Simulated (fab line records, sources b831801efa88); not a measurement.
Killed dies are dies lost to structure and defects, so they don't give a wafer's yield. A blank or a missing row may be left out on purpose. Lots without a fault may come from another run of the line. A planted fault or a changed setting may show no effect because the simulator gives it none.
fab line records | flow sky130
record lots=5 wafers=15 last_day=50
route steps=708 shown SONOS_TUNNEL@158 SONOS_ONO@168 PAD_OPEN@708
lots that met no fault: from a run of the same line without faults
start_h: hours from the record's first day to the start of the lot's first wafer shown | wait_h: hours since the lot's step before | " the same as in the row above | L1.1+2: a row that stands for several wafers | - no value, or no start given | * or withheld: withheld | < > ~ a bound
route shown NAME@n: a module of which the file shows steps, and the number in the route of the first | usual: mean/standard deviation of fault-free wafers | same: alike in all rows | chamber/n: place in a boat | sites: the reading at each site | _std_site: their standard deviation | _edge_site: outer sites' mean less inner sites' | radius_mm: how far each site lies from the wafer's centre | mask NAME#n: copy n | behind: the tool/chamber that last shaped the wafer | hold: why the lot was held/for how many hours/how that ended | device: the transistor (n, p or np) that didn't switch | end of line: the same wafers' tests at the end of the route | a step without rows: its recipe alone | killed: dies lost to structure and defects at the first sort, not the wafer's yield | map: a wafer's dies, x killed, . not, _ none there
set.NAME: the setting as run; set.NAME@STEP: as run at that earlier step | model.NAME: the simulator's own value behind a step, which no gauge read
lots at some steps of the route; a table a step, a row a wafer
## steps
# step SKY_SONOS_TUNNEL_EXPOSE_04
# recipe mask_id=TUNM na=0.6 source_shape=conventional sigma_outer=0.6 polarization=unpolarized target_cd_nm=410 dose_mj=136
# step SKY_SONOS_TUNNEL_PEB_05
# recipe temp_c=withheld time_s=* resist=NOVOLAK
# step SKY_SONOS_TUNNEL_DEVELOP_06
# recipe resist=NOVOLAK developer=TMAH develop_time_s=60 dev_temp_c=23
# step SKY_SONOS_TUNNEL_CD_MEAS_07
# recipe target_cd_nm=410
# usual cd_nm=409.9/2
# columns lot.wafer tool chamber start_h wait_h cd_nm
L220.2 cd_sem-02 - 272.47 0.1 409.5
L220.3 " - " " 411.1
L220.6 " - " " 410.2
L226.1 cd_sem-02 - 320.94 0.1 409.3
L226.3 " - " " 407.7
L226.4 " - " " 409.2
L231.1 cd_sem-02 - 358.02 0.1 412.0
L231.4 " - " " 411.1
L231.6 " - " " 410.3
L239.2 cd_sem-01 - 423.56 0.1 406.8
L239.5 " - " " 408.7
L239.6 " - " " 406.7
L240.2 cd_sem-02 - 436.46 0.1 412.7
L240.4 " - " " 413.4
L240.6 " - " " 413.2
# step SKY_SONOS_TUNNEL_OVL_MEAS_08
# usual SONOS_TUNNEL_OVL=0.6/1.4
# columns lot.wafer tool chamber start_h wait_h SONOS_TUNNEL_OVL[nm]
L220.2 overlay-02 - 272.58 0.1 -0.6
L220.3 " - " " 0.6
L220.6 " - " " -1.1
L226.1 overlay-02 - 321.06 0.1 -0.3
L226.3 " - " " 0.2
L226.4 " - " " -0.6
L231.1 overlay-01 - 358.14 0.1 1.2
L231.4 " - " " 2.2
L231.6 " - " " 2.0
L239.2 overlay-02 - 423.66 0.1 -0.8
L239.5 " - " " 0.5
L239.6 " - " " -0.5
L240.2 overlay-02 - 436.56 0.1 -0.6
L240.4 " - " " 0.8
L240.6 " - " " 0.3
# step SKY_SONOS_TUNNEL_IMPLANT_09
# recipe species=B energy_kev=20 dose_cm2=1e+12 tilt_deg=withheld
# step SKY_SONOS_TUNNEL_WET_ETCH_10
# recipe chemistry=dHF target_depth_nm=14 target=SiO2 dilution=100:1 temp_c=25 time_s=280
# step SKY_SONOS_TUNNEL_STRIP_11
# recipe chemistry=SPM time_s=600 temp_c=130
# step SKY_SONOS_TUNNEL_TW_MEAS_12
# usual SONOS_TUNNEL_TW=196.2/1.5
# columns lot.wafer tool chamber start_h wait_h SONOS_TUNNEL_TW
L220.2 film_metro-04 - 273.03 0.0 195.3
L220.3 " - " " 194.2
L220.6 " - " " 195.8
L226.1 film_metro-02 - 321.51 0.0 198.0
L226.3 " - " " 197.7
L226.4 " - " " 198.2
L231.1 film_metro-04 - 358.59 0.0 193.9
L231.4 " - " " 194.1
L231.6 " - " " 195.0
L239.2 film_metro-01 - 424.11 0.0 196.6
L239.5 " - " " 196.8
L239.6 " - " " 197.9
L240.2 film_metro-01 - 437.03 0.0 196.8
L240.4 " - " " 196.5
L240.6 " - " " 198.6
# step SKY_SONOS_TUNNEL_CLEAN_13
# recipe chemistry=dHF time_s=20 dilution=100:1 dry=ipa_marangoni
# step SKY_SONOS_ONO_OXIDATION_00
# recipe temp_c=800 ambient=O2 idle_temp_c=700 ramp_up_c_per_min=10 ramp_down_c_per_min=3 stabilise_s=600 purge_s=300 target_thk_a=26 ox_time_s=1249
# step SKY_SONOS_ONO_THK_MEAS_01
# recipe reads=SiO2_of_SONOS_ONO_OXIDATION_00
# usual SONOS_ONO_OXIDATION_THK=2.58/0.056
# columns lot.wafer tool chamber start_h wait_h SONOS_ONO_OXIDATION_THK[nm]
L220.2 film_metro-04 - 274.45 0.0 2.56
L220.3 " - " " 2.53
L220.6 " - " " 2.57
L226.1 film_metro-01 - 323.87 0.0 2.62
L226.3 " - " " 2.61
L226.4 " - " " 2.61
L231.1 film_metro-01 - 360.43 0.0 2.47
L231.4 " - " " 2.48
L231.6 " - " " 2.53
L239.2 film_metro-03 - 425.53 0.0 2.61
L239.5 " - " " 2.61
L239.6 " - " " 2.63
L240.2 film_metro-01 - 438.89 0.0 2.60
L240.4 " - " " 2.53
L240.6 " - " " 2.64
# step SKY_SONOS_ONO_CVD_02
# recipe material=Si3N4 precursor=DCS/NH3 target_thk_nm=10.5 temp_c=770 time_s=180 pressure_mtorr=246.2
# usual zone_power_centre_pct=11.9/0.46 zone_power_top_pct=28.5/1.4 zone_power_upper_pct=13.4/1.4
# columns lot.wafer tool chamber start_h wait_h zone_power_centre_pct zone_power_top_pct zone_power_upper_pct model.Si3N4_of_SONOS_ONO_CVD_02.thk_nm
L220.2 lpcvd-02 1 275.13 0.7 12.3 30.0 14.6 10.59
L220.3 " 1 " " 12.2 29.2 14.5 10.43
L220.6 " 1 " " 12.1 29.8 14.6 10.47
L226.1 lpcvd-02 1 325.03 1.1 12.5 29.6 14.9 10.67
L226.3 " 1 " " 12.1 29.6 14.6 10.87
L226.4 " 1 " " 12.3 29.6 14.6 10.58
L231.1 lpcvd-02 1 360.82 0.4 12.4 30.2 14.5 7.064
L231.4 " 1 " " 12.5 29.8 14.8 6.97
L231.6 " 1 " " 12.1 29.6 14.6 7.014
L239.2 lpcvd-02 0 425.58 0.0 11.4 26.8 11.9 10.54
L239.5 " 0 " " 11.5 27.0 11.9 10.59
L239.6 " 0 " " 11.3 26.9 12.1 10.48
L240.2 lpcvd-02 0 438.94 0.0 11.2 27.1 11.9 10.31
L240.4 " 0 " " 11.4 27.3 12.0 10.15
L240.6 " 0 " " 11.5 27.3 12.0 10.34
# step SKY_SONOS_ONO_THK_MEAS_03
# recipe reads=Si3N4_of_SONOS_ONO_CVD_02
# usual SONOS_ONO_CVD_02_THK=10.53/0.13
# columns lot.wafer tool chamber start_h wait_h hold SONOS_ONO_CVD_02_THK[nm]
L220.2 film_metro-03 - 276.19 0.0 - 10.57
L220.3 " - " " - 10.47
L220.6 " - " " - 10.45
L226.1 film_metro-01 - 326.08 0.0 - 10.69
L226.3 " - " " - 10.87
L226.4 " - " " - 10.59
L231.1 film_metro-03 - 361.87 0.0 await_dispo/0.2h/release 7.08
L231.4 " - " " await_dispo/0.2h/release 6.94
L231.6 " - " " await_dispo/0.2h/release 6.94
L231.1 film_metro-03 - 362.10 0.2 - 7.05
L231.4 " - " " - 6.98
L231.6 " - " " - 7.00
L239.2 film_metro-04 - 426.64 0.0 - 10.50
L239.5 " - " " - 10.60
L239.6 " - " " - 10.45
L240.2 film_metro-01 - 440.00 0.0 - 10.31
L240.4 " - " " - 10.14
L240.6 " - " " - 10.35
# step SKY_PAD_OPEN_PROBE_99
# usual killed_at_M0_to_M3=44/6.8 killed_at_M4_up=3.1/1.9 killed_at_contacts=25/5.9 killed_at_front_end=15/4.3 killed_at_other=0.2/0.51 killed_dies=87/11 killed_on_rim=17/3.6 killed_open=47/7.9 killed_short=39/6.4
# same gross_dies=492 killed_at_back_side=0
# columns lot.wafer tool chamber start_h wait_h killed_at_M0_to_M3 killed_at_M4_up killed_at_contacts killed_at_front_end killed_at_other killed_dies killed_on_rim killed_open killed_short model.etest.sonos_uncharged.r_on_ohm_um model.etest.sonos_erased.drive_ua_um model.etest.cap_ono.gate_log10_a_cm2 model.etest.cap_ono.gate_bv_v model.etest.cap_ono.tox_acc_nm model.etest.sonos_baked.vt_less_v model.etest.sonos_programmed.vt_v model.etest.sonos_erased.vt_v
L220.2 prober-02 - 1096.70 0.1 45 6 25 16 0 92 16 49 43 814.1 189.8 -7.599 16.58 12.64 -0.5245 1.582 -2.361
L220.3 prober-02 - 1096.75 0.2 56 2 19 16 0 93 17 46 47 790.8 207.3 -7.56 16.27 12.56 -0.5053 1.572 -2.402
L220.6 prober-02 - 1096.90 0.2 52 1 21 17 0 91 16 51 40 802.6 196.7 -7.585 15.84 12.61 -0.5205 1.58 -2.375
L226.1 prober-02 - 1128.35 0.1 47 2 34 15 0 98 21 61 37 834.3 144 -8.43 16.98 13.22 -0.4628 1.263 -2.077
L226.3 prober-02 - 1128.45 0.2 45 3 25 12 0 85 15 42 43 816.5 195 -8.391 16.81 13.31 -0.4284 1.245 -2.153
L226.4 prober-02 - 1128.50 0.2 25 4 27 9 0 65 13 39 26 820.9 166.1 -8.161 17.09 13.1 -0.4664 1.349 -2.183
L231.1 prober-01 - 1160.94 0.1 43 2 27 10 0 82 14 44 38 733.3 213.6 -5.543 14.53 11.04 -0.9114 1.771 -2.462
L231.4 prober-01 - 1161.09 0.2 43 4 19 15 1 82 16 46 36 753.4 233.2 -5.576 14.33 11.07 -0.8406 1.733 -2.463
L231.6 prober-01 - 1161.19 0.2 50 3 22 13 0 88 21 49 39 741 233.6 -5.543 14.32 11.14 -0.8877 1.723 -2.462
L239.2 prober-01 - 1196.53 0.1 39 5 16 10 0 70 17 39 31 823.9 182.8 -8.252 16.61 13.13 -0.4599 1.323 -2.178
L239.5 prober-01 - 1196.68 0.2 40 4 21 15 1 81 19 41 40 816.3 178.1 -8.245 16.92 13.13 -0.4735 1.37 -2.179
L239.6 prober-01 - 1196.73 0.2 46 2 21 13 0 82 19 44 38 804.3 192.2 -8.317 16.2 13.1 -0.4693 1.346 -2.183
L240.2 prober-02 - 1200.59 0.1 32 3 23 11 0 69 16 31 38 819 198.4 -8.009 16.63 12.92 -0.4737 1.442 -2.315
L240.4 prober-02 - 1200.69 0.2 44 5 26 13 0 88 15 45 43 812.1 156.5 -7.907 16.42 12.82 -0.5371 1.467 -2.293
L240.6 prober-02 - 1200.79 0.2 38 3 25 15 0 81 12 39 42 826.7 177.3 -7.929 16.6 12.91 -0.5335 1.466 -2.26
# killed by level:class
L220.2 VIA1:geometric_particle:open=18 CONTACT:geometric_particle:open=9 POLY_GATE:geometric_particle:short=8 LI_CONTACT:geometric_particle:open=6 LI_CONTACT:geometric_particle:short=5 VIA3:geometric_particle:open=5 METAL4:geometric_particle:short=5 VIA2:geometric_particle:short=4
L220.3 VIA1:geometric_particle:open=11 CONTACT:geometric_particle:short=9 VIA2:geometric_particle:open=9 METAL1:geometric_particle:short=8 VIA3:geometric_particle:short=7 VIA1:geometric_particle:short=7 FIELD_ISO:geometric_particle:short=5 LI_CONTACT:geometric_particle:open=5
L220.6 VIA1:geometric_particle:open=15 CONTACT:geometric_particle:open=10 VIA3:geometric_particle:open=8 METAL1:geometric_particle:short=7 VIA2:geometric_particle:open=7 VIA1:geometric_particle:short=6 POLY_GATE:geometric_particle:short=5 FIELD_ISO:geometric_particle:short=4
L226.1 CONTACT:geometric_particle:open=14 LI_CONTACT:geometric_particle:open=12 VIA1:geometric_particle:open=11 VIA2:geometric_particle:open=8 METAL1:geometric_particle:short=6 CONTACT:geometric_particle:short=5 VIA3:geometric_particle:open=5 FIELD_ISO:geometric_particle:short=4
L226.3 VIA1:geometric_particle:open=10 METAL1:geometric_particle:short=9 LI_CONTACT:geometric_particle:open=8 VIA2:geometric_particle:open=7 CONTACT:geometric_particle:short=6 METAL2:geometric_particle:short=6 FIELD_ISO:geometric_particle:short=5 LOCAL_INTERCONNECT:geometric_particle:short=4
L226.4 LI_CONTACT:geometric_particle:open=12 VIA1:geometric_particle:open=6 METAL2:geometric_particle:short=5 CONTACT:geometric_particle:open=5 LI_CONTACT:geometric_particle:short=4 VIA2:geometric_particle:open=4 METAL4:geometric_particle:short=4 FIELD_ISO:geometric_particle:open=3
L231.1 VIA1:geometric_particle:open=13 CONTACT:geometric_particle:open=8 LOCAL_INTERCONNECT:geometric_particle:short=6 CONTACT:geometric_particle:short=6 METAL2:geometric_particle:short=6 VIA1:geometric_particle:short=5 FIELD_ISO:geometric_particle:open=4 LI_CONTACT:geometric_particle:open=4
L231.4 VIA3:geometric_particle:open=10 VIA1:geometric_particle:open=9 CONTACT:geometric_particle:open=7 VIA1:geometric_particle:short=7 METAL2:geometric_particle:short=6 FIELD_ISO:geometric_particle:open=5 METAL1:geometric_particle:short=4 METAL4:geometric_particle:short=4
L231.6 VIA1:geometric_particle:open=8 LI_CONTACT:geometric_particle:open=8 VIA3:geometric_particle:open=7 METAL2:geometric_particle:short=5 METAL1:geometric_particle:short=5 VIA2:geometric_particle:open=5 FIELD_ISO:geometric_particle:short=4 LOCAL_INTERCONNECT:geometric_particle:short=4
L239.2 VIA1:geometric_particle:open=12 VIA3:geometric_particle:open=8 CONTACT:geometric_particle:short=6 LI_CONTACT:geometric_particle:open=4 CONTACT:geometric_particle:open=4 METAL1:geometric_particle:short=4 METAL4:geometric_particle:short=4 FIELD_ISO:geometric_particle:short=3
L239.5 CONTACT:geometric_particle:short=7 CONTACT:geometric_particle:open=7 METAL1:geometric_particle:short=6 VIA2:geometric_particle:open=6 VIA3:geometric_particle:open=6 FIELD_ISO:geometric_particle:open=5 POLY_GATE:geometric_particle:open=5 VIA3:geometric_particle:short=5
L239.6 VIA3:geometric_particle:open=9 CONTACT:geometric_particle:open=8 VIA2:geometric_particle:open=8 VIA1:geometric_particle:open=8 FIELD_ISO:geometric_particle:short=7 METAL2:geometric_particle:short=6 CONTACT:geometric_particle:short=5 LI_CONTACT:geometric_particle:open=5
L240.2 LI_CONTACT:geometric_particle:open=7 CONTACT:geometric_particle:open=6 VIA1:geometric_particle:open=6 VIA1:geometric_particle:short=5 LI_CONTACT:geometric_particle:short=4 VIA3:geometric_particle:open=4 METAL2:geometric_particle:short=4 VIA3:geometric_particle:short=4
L240.4 VIA1:geometric_particle:open=15 LI_CONTACT:geometric_particle:open=7 CONTACT:geometric_particle:short=6 VIA1:geometric_particle:short=5 VIA3:geometric_particle:open=5 METAL4:geometric_particle:short=5 LI_CONTACT:geometric_particle:short=4 CONTACT:geometric_particle:open=4
L240.6 VIA1:geometric_particle:open=9 POLY_GATE:geometric_particle:short=8 LI_CONTACT:geometric_particle:open=8 VIA3:geometric_particle:open=7 CONTACT:geometric_particle:open=6 METAL2:geometric_particle:short=5 VIA1:geometric_particle:short=5 FIELD_ISO:geometric_particle:open=4
## key
first_sign step=SKY_SONOS_ONO_THK_MEAS_03 reading=visit direction=added
effect step=SKY_SONOS_ONO_THK_MEAS_03 reading=SONOS_ONO_CVD_02_THK direction=down sigmas=27 usual=10.53 struck=6.98
model_effect step=SKY_SONOS_ONO_CVD_02 value=Si3N4_of_SONOS_ONO_CVD_02.thk_nm without=10.54 struck=7.016
model_effect step=SKY_PAD_OPEN_PROBE_99 value=etest.sonos_uncharged.r_on_ohm_um without=800.8 struck=742.6
met_at SKY_SONOS_ONO_CVD_02
struck_wafers L231.1,L231.4,L231.6
tester_left_out L231
onset_between 325.03 360.82
fault kind=process_parameter_drift tool=lpcvd-02 chamber=1 onset_h=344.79 steps=SKY_SONOS_ONO_CVD_02 channel=target_thk_nm offset=-3.5394 shape=step end_h=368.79 acts_in=these_recipes_only stated=10.5
# tester_left_out: of these lots the tester's yield and bins aren't shown, on N5 and GAA mostly nor the transistor test; their killed dies are dies lost to structure and defects alone, not to doping, threshold or leakage, so they don't give the yield
